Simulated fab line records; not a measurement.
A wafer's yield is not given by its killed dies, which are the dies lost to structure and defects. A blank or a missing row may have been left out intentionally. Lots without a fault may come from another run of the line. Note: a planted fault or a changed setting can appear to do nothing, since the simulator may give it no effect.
fab line records    flow gf180mcu
[record] lots = 12  wafers = 36  lastDay = 34
route steps=602 shown VT_IMPLANT@99 POLY_GATE@157 HV_LDD@186
lots untouched by any fault: they come from a run of this same line in which no faults occurred
startH: start of the lot's first displayed wafer, in hours after the record's first day    waitH: time in hours since the lot's previous step    " repeats the value in the row above    L1.1+2: one row covering several wafers at once    - either no value or no given start    * or withheld: withheld    < > ~ a bound
route shown NAME@n: a module of which the file shows steps, and the number in the route of the first    usual: mean/standard deviation of fault-free wafers    same: alike in all rows    chamber/n: place in a boat    sites: the reading at each site    _std_site: the values' standard deviation    _edge_site: the outer-site mean with the inner-site mean subtracted    radiusMm: how far each site lies from the wafer's centre    mask NAME#n: copy n    behind: the last tool/chamber to shape the wafer    hold: reason for holding the lot/hours on hold/outcome of the hold    device: whichever transistor did not switch (one of n, p or np)    end of line: the same wafers' tests at the end of the route    a step given without rows: its recipe and nothing more    killed: dies that structure and defects cost at the first sort, which is not the same as the wafer's yield    map: a wafer's dies, marking killed ones x, the rest . and places with no die _
set.NAME: the setting as run; set.NAME@STEP: as run at that earlier step    model.NAME: the simulator's own value behind a step, which no gauge read
one table for each step of the route and one row for each wafer, over a sample of lots
services: from which hour (startH, from the record's first day; less than 0 if before it) a tool's chamber was out of use, for how many hours, and why
[[steps]]
[step GF_VT_IMPLANT_STRIP_09]
[recipe] chemistry = O2/N2  powerW = 1400  pressureMtorr = 1500  platenTempC = 250  o2FlowSccm = 3000  n2FlowSccm = 300  overashFraction = 0.5
[usual] drypumpMotorCurrentA = 5.7/0.35  heaterPowerW = 331/17  oesProductAu = 0.716/0.0044  stripTimeToEndpointS = 12.64/0.04
lot.wafer  tool            chamber  startH  waitH  drypumpMotorCurrentA  heaterPowerW  oesProductAu  rfHoursCounterH  stripTimeToEndpointS
L171.2     plasmaAsher-02  0        126.80  0.1    6.2                   349           0.712         36               12.58
L171.3     "               0        "       "      6.2                   338           0.716         -                12.62
L171.6     "               0        "       "      6.2                   340           0.720         -                12.61
L173.2     plasmaAsher-04  1        135.35  0.1    5.1                   329           0.714         51               12.61
L173.3     "               0        "       "      5.8                   296           0.712         -                12.60
L173.4     "               1        "       "      5.1                   346           0.716         -                12.67
L174.1     plasmaAsher-04  0        154.45  0.1    5.8                   299           0.723         53               12.62
L174.2     "               1        "       "      5.1                   334           0.714         53               12.65
L174.5     "               1        "       "      5.2                   333           0.711         -                12.66
L175.1     plasmaAsher-02  0        154.86  0.1    6.2                   340           0.719         38               12.65
L175.3     "               1        "       "      5.6                   325           0.711         -                12.62
L175.4     "               0        "       "      6.2                   349           0.719         -                12.67
L176.1     plasmaAsher-01  0        158.20  0.1    6.1                   328           0.725         49               12.70
L176.2     "               1        "       "      5.6                   352           0.713         49               12.68
L176.3     "               1        "       "      5.6                   350           0.719         -                12.66
L178.3     plasmaAsher-02  1        170.81  0.1    5.7                   330           0.717         -                12.64
L178.4     "               0        "       "      6.2                   347           0.715         -                12.62
L178.6     "               1        "       "      5.7                   328           0.721         -                12.59
L181.1     plasmaAsher-02  0        183.06  0.1    6.2                   345           0.712         42               12.70
L181.4     "               0        "       "      6.2                   333           0.711         -                12.70
L181.5     "               1        "       "      5.7                   318           0.726         -                12.67
L187.2     plasmaAsher-01  0        219.34  0.1    6.1                   330           0.717         55               12.67
L187.3     "               0        "       "      6.1                   333           0.720         -                12.64
L187.6     "               0        "       "      6.1                   323           0.717         -                12.67
L189.2     plasmaAsher-02  1        240.84  0.1    5.7                   329           0.723         47               12.57
L189.3     "               1        "       "      5.7                   330           0.715         -                12.56
L189.6     "               0        "       "      6.2                   343           0.712         -                12.56
L191.1     plasmaAsher-01  0        249.84  0.1    6.1                   332           0.712         58               12.68
L191.2     "               1        "       "      5.6                   357           0.714         58               12.68
L191.6     "               0        "       "      6.1                   328           0.722         -                12.68
L190.1     plasmaAsher-01  0        251.12  0.1    6.1                   323           0.719         58               12.71
L190.3     "               0        "       "      6.1                   326           0.718         -                12.74
L190.4     "               1        "       "      5.6                   348           0.721         -                12.69
L192.1     plasmaAsher-02  1        256.57  0.1    5.7                   329           0.713         49               12.63
L192.5     "               1        "       "      5.7                   313           0.716         -                12.66
L192.6     "               0        "       "      6.2                   332           0.712         -                12.64
[step GF_VT_IMPLANT_RTA_45]
[recipe] tempC = 1050  timeS = 30  ambient = N2
[usual] lampPowerPct = 35/3.2  wafer_temp_C_max = 1055.4/1.4
lot.wafer  tool          chamber  startH  waitH  lampPowerPct  wafer_temp_C_max
L171.2     rtpAnneal-02  0        172.81  0.0    39            1057.9
L171.3     "             0        "       "      39            1056.6
L171.6     "             0        "       "      39            1056.6
L173.2     rtpAnneal-01  0        182.64  0.0    32            1054.9
L173.3     "             0        "       "      32            1056.3
L173.4     "             0        "       "      32            1054.5
L174.1     rtpAnneal-02  0        204.18  0.0    39            1055.4
L174.2     "             0        "       "      39            1054.8
L174.5     "             0        "       "      39            1056.4
L175.1     rtpAnneal-01  0        204.60  0.0    32            1052.2
L175.3     "             0        "       "      32            1053.0
L175.4     "             0        "       "      32            1055.5
L176.1     rtpAnneal-01  0        208.65  0.0    32            1054.3
L176.2     "             0        "       "      32            1054.6
L176.3     "             0        "       "      32            1054.6
L178.3     rtpAnneal-01  0        222.10  0.0    32            1054.9
L178.4     "             0        "       "      32            1054.0
L178.6     "             0        "       "      32            1054.0
L181.1     rtpAnneal-01  0        235.85  0.0    32            1055.1
L181.4     "             0        "       "      32            1054.8
L181.5     "             0        "       "      32            1055.8
L187.2     rtpAnneal-02  0        275.49  0.0    39            1056.9
L187.3     "             0        "       "      39            1055.8
L187.6     "             0        "       "      39            1056.6
L189.2     rtpAnneal-01  0        297.10  0.0    32            1052.9
L189.3     "             0        "       "      32            1055.7
L189.6     "             0        "       "      32            1055.3
L191.1     rtpAnneal-02  0        307.15  0.0    39            1055.3
L191.2     "             0        "       "      39            1054.8
L191.6     "             0        "       "      39            1055.3
L190.1     rtpAnneal-01  0        308.82  0.0    32            1054.8
L190.3     "             0        "       "      32            1057.1
L190.4     "             0        "       "      32            1053.8
L192.1     rtpAnneal-02  0        314.58  0.0    39            1057.7
L192.5     "             0        "       "      39            1055.7
L192.6     "             0        "       "      39            1059.4
[step GF_POLY_GATE_CVD_00]
[recipe] material = poly-Si  targetThkNm = 200  tempC = 620  timeS = 1200  pressureMtorr = 200
[usual] pressureMtorr = 200.0/0.37  zonePowerBottomPct = 13.7/0.99
lot.wafer  tool      chamber  startH  waitH  pressureMtorr  zonePowerBottomPct
L171.2     lpcvd-02  1        193.44  0.0    200.7          12.9
L171.3     "         1        "       "      200.5          12.8
L171.6     "         1        "       "      200.3          12.8
L173.2     lpcvd-02  0        203.76  0.2    200.2          15.1
L173.3     "         0        "       "      200.7          14.8
L173.4     "         0        "       "      200.2          15.2
L174.1     lpcvd-02  0        227.99  0.4    200.3          14.8
L174.2     "         0        "       "      200.1          14.8
L174.5     "         0        "       "      200.4          14.8
L175.1     lpcvd-02  1        227.99  0.4    199.9          12.8
L175.3     "         1        "       "      199.9          12.9
L175.4     "         1        "       "      199.7          12.7
L176.1     lpcvd-01  1        230.79  0.0    199.6          12.9
L176.2     "         1        "       "      200.3          12.7
L176.3     "         1        "       "      199.6          12.8
L178.3     lpcvd-02  1        244.51  0.0    200.3          12.9
L178.4     "         1        "       "      200.0          12.8
L178.6     "         1        "       "      199.6          12.8
L181.1     lpcvd-02  1        258.85  0.0    199.8          12.8
L181.4     "         1        "       "      200.2          12.7
L181.5     "         1        "       "      199.8          12.8
L187.2     lpcvd-01  1        309.09  0.0    199.8          13.0
L187.3     "         1        "       "      199.3          13.0
L187.6     "         1        "       "      199.8          12.9
L189.2     lpcvd-02  1        329.38  1.2    200.0          12.8
L189.3     "         1        "       "      199.8          12.8
L189.6     "         1        "       "      199.1          12.8
L190.1     lpcvd-02  0        335.18  0.0    200.0          14.9
L190.3     "         0        "       "      200.1          15.0
L190.4     "         0        "       "      199.9          14.6
L191.1     lpcvd-02  0        335.18  0.0    199.9          15.1
L191.2     "         0        "       "      200.9          15.0
L191.6     "         0        "       "      200.4          14.6
L192.1     lpcvd-01  1        345.77  0.0    200.4          13.1
L192.5     "         1        "       "      200.2          13.0
L192.6     "         1        "       "      200.2          12.5
[step GF_POLY_GATE_THK_MEAS_01]
[recipe] reads = poly-Si_of_POLY_GATE_CVD_00
[usual] POLY_GATE_CVD_00_THK = 200.2/1.7
lot.wafer  tool          chamber  startH  waitH  POLY_GATE_CVD_00_THK[nm]
L171.2     filmMetro-01  -        194.79  0.0    199.6
L171.3     "             -        "       "      201.0
L171.6     "             -        "       "      200.4
L173.2     filmMetro-01  -        205.10  0.0    198.3
L173.3     "             -        "       "      199.1
L173.4     "             -        "       "      199.0
L174.1     filmMetro-04  -        229.32  0.0    200.7
L174.2     "             -        "       "      199.9
L174.5     "             -        "       "      200.9
L175.1     filmMetro-01  -        229.32  0.0    199.6
L175.3     "             -        "       "      199.3
L175.4     "             -        "       "      199.6
L176.1     filmMetro-01  -        232.12  0.0    199.4
L176.2     "             -        "       "      200.8
L176.3     "             -        "       "      200.5
L178.3     filmMetro-01  -        245.87  0.0    199.0
L178.4     "             -        "       "      198.5
L178.6     "             -        "       "      198.1
L181.1     filmMetro-01  -        260.18  0.0    209.0
L181.4     "             -        "       "      209.0
L181.5     "             -        "       "      208.9
L187.2     filmMetro-04  -        310.44  0.0    201.6
L187.3     "             -        "       "      202.8
L187.6     "             -        "       "      201.3
L189.2     filmMetro-04  -        330.72  0.0    198.6
L189.3     "             -        "       "      199.6
L189.6     "             -        "       "      197.8
L190.1     filmMetro-04  -        336.51  0.0    201.3
L190.3     "             -        "       "      201.6
L190.4     "             -        "       "      201.9
L191.1     filmMetro-01  -        336.51  0.0    198.6
L191.2     "             -        "       "      197.2
L191.6     "             -        "       "      198.1
L192.1     filmMetro-04  -        347.10  0.0    200.9
L192.5     "             -        "       "      201.0
L192.6     "             -        "       "      200.7
[step GF_HV_LDD_STRIP_10]
[recipe] chemistry = O2/N2  powerW = 1400  pressureMtorr = 1500  platenTempC = 250  o2FlowSccm = 3000  n2FlowSccm = 300  overashFraction = 0.5
[usual] drypumpMotorCurrentA = 5.7/0.35  heaterPowerW = 339/19  oesProductAu = 0.716/0.0047  stripTimeToEndpointS = 12.64/0.031
lot.wafer  tool            chamber  startH  waitH  drypumpMotorCurrentA  heaterPowerW  oesProductAu  rfHoursCounterH  stripTimeToEndpointS
L171.2     plasmaAsher-04  0        231.54  0.1    5.8                   307           0.708         62               12.69
L171.3     "               0        "       "      5.8                   304           0.724         -                12.68
L171.6     "               1        "       "      5.1                   334           0.713         -                12.62
L173.2     plasmaAsher-03  1        242.21  0.1    5.3                   331           0.720         13               12.62
L173.3     "               1        "       "      5.4                   344           0.724         -                12.68
L173.4     "               0        "       "      6.0                   358           0.719         -                12.65
L175.1     plasmaAsher-03  0        268.13  0.1    6.0                   374           0.712         15               12.64
L175.3     "               1        "       "      5.3                   336           0.713         -                12.62
L175.4     "               0        "       "      6.0                   362           0.721         -                12.62
L174.1     plasmaAsher-02  1        268.43  0.1    5.7                   327           0.711         50               12.61
L174.2     "               0        "       "      6.2                   343           0.714         50               12.60
L174.5     "               0        "       "      6.2                   340           0.715         -                12.57
L176.1     plasmaAsher-02  0        272.59  0.1    6.1                   337           0.709         51               12.58
L176.2     "               1        "       "      5.6                   325           0.715         51               12.60
L176.3     "               0        "       "      6.2                   347           0.704         -                12.66
L178.3     plasmaAsher-02  1        290.80  0.1    5.6                   327           0.717         -                12.65
L178.4     "               0        "       "      6.2                   342           0.707         -                12.69
L178.6     "               1        "       "      5.7                   335           0.711         -                12.61
L181.1     plasmaAsher-04  1        305.51  0.1    5.1                   334           0.717         69               12.68
L181.4     "               0        "       "      5.8                   304           0.723         -                12.66
L181.5     "               0        "       "      5.8                   300           0.720         -                12.66
L187.2     plasmaAsher-04  1        353.43  0.1    5.1                   339           0.719         74               12.64
L187.3     "               1        "       "      5.1                   333           0.707         -                12.67
L187.6     "               1        "       "      5.1                   332           0.723         -                12.64
L189.2     plasmaAsher-03  0        375.88  0.1    6.0                   370           0.715         26               12.58
L189.3     "               1        "       "      5.4                   338           0.720         -                12.60
L189.6     "               0        "       "      6.0                   373           0.718         -                12.59
L191.1     plasmaAsher-02  0        380.83  0.1    6.1                   345           0.720         62               12.65
L191.2     "               1        "       "      5.7                   327           0.722         62               12.62
L191.6     "               0        "       "      6.2                   341           0.717         -                12.67
L190.1     plasmaAsher-02  1        381.31  0.1    5.7                   322           0.715         62               12.66
L190.3     "               0        "       "      6.2                   346           0.723         -                12.61
L190.4     "               1        "       "      5.7                   331           0.720         -                12.66
L192.1     plasmaAsher-03  1        392.86  0.1    5.3                   330           0.721         27               12.68
L192.5     "               0        "       "      6.0                   376           0.715         -                12.63
L192.6     "               1        "       "      5.3                   338           0.717         -                12.63
[[services]]
tool            chamber  startH  hours  kind
plasmaAsher-03  -        107.76  1.1    repair
plasmaAsher-03  -        108.84  9.0    pm
plasmaAsher-03  0        108.84  9.0    ventCycle
plasmaAsher-03  1        108.84  9.0    ventCycle
lpcvd-02        -        112.11  0.9    repair
plasmaAsher-03  0        117.84  -      clean
plasmaAsher-03  1        117.84  -      clean
plasmaAsher-04  -        155.47  2.8    pm
lpcvd-01        -        157.33  0.6    repair
rtpAnneal-01    -        160.17  3.0    pm
plasmaAsher-02  -        189.37  2.8    pm
lpcvd-01        -        245.46  2.1    repair
plasmaAsher-04  -        293.83  0.4    repair
plasmaAsher-03  -        362.47  0.9    repair
lpcvd-02        -        380.24  11.0   repair
lpcvd-02        -        385.26  0.2    repair
[[key]]
[firstSign] step = GF_POLY_GATE_THK_MEAS_01  reading = POLY_GATE_CVD_00_THK  direction = up  sigmas = 5.2  usual = 200.2  struck = 209.0
effect none on later readings
metAt GF_POLY_GATE_CVD_00
struckLots L181
struckWafers L181.1,L181.4,L181.5
testerLeftOut L181
notActingAt GF_VT_IMPLANT_STRIP_09,GF_VT_IMPLANT_RTA_45,GF_HV_LDD_STRIP_10
onsetBetween 244.51 258.85
[fault] kind = processParameterDrift  tool = lpcvd-02  chamber = 1  onsetH = 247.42  steps = GF_POLY_GATE_CVD_00  channel = timeS  offset = *  shape = step  endH = 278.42  actsIn = *  stated = *
// testerLeftOut: of these lots the tester's yield and bins aren't shown, on N5 and GAA mostly nor the transistor test; their killed dies are dies lost to structure and defects alone, not to doping, threshold or leakage, so they don't give the yield
